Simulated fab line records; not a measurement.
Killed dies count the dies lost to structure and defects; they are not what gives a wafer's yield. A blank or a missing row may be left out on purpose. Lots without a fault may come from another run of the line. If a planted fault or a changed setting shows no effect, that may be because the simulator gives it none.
Matching of chambers | flow sfqLine | cmp-02 running SFQ_TRILAYER_I7_CMP_CMP_184: 4 sister chambers
The step polishes SiO2. 8 wafers are shown with their chamber, then 8 later ones without.

== EACH WAFER AND ITS CHAMBER ==
wafer  | chamber | motorCurrentA (A) | timeToEndpointS (s)
L584.4 | 2       | 9.8               | 224
L587.5 | 2       | 9.4               | 220
L590.5 | 3       | 12.5              | 211
L591.5 | 3       | 12.7              | 224
L595.3 | 0       | 10.2              | 229
L595.5 | 0       | 10.3              | 233
L595.6 | 1       | 13.5              | 217
L598.2 | 1       | 12.9              | 221

== WAFERS WHOSE CHAMBER IS MISSING ==
wafer  | motorCurrentA (A) | timeToEndpointS (s)
L598.5 | 12.5              | 225
L598.6 | 10.2              | 235
L606.2 | 13.0              | 217
L606.4 | 9.4               | 222
L606.5 | 9.5               | 210
L607.4 | 12.8              | 216
L607.2 | 11.8              | 217
L607.5 | 9.1               | 212

== THE CHAMBER EACH PASSED THROUGH ==
wafer  | from the rows above     | in truth
L598.5 | can't be placed: 3 or 1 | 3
L598.6 | 0                       | 0
L606.2 | can't be placed: 1 or 3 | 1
L606.4 | 2                       | 2
L606.5 | 2                       | 2
L607.4 | can't be placed: 3 or 1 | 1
L607.2 | 3                       | 3
L607.5 | 2                       | 2
Placed correctly: 5 of 8. Not placeable from these rows: 3 (in 3, the candidates include the true chamber). Wrongly placed: 0.
How it was worked out, from the rows above alone: a wafer's distance from a chamber is the root of the sum, over the readings, of the square of ((its reading less the chamber's mean) divided by the reading's scatter). The wafer belongs to the nearest chamber; if the next one is less than 2 further off, it can't be placed. A chamber's mean is the mean of its shown wafers. The scatter: the root of (the sum of the squares of (reading less its chamber's mean) over the shown wafers, divided by (wafers less chambers)).
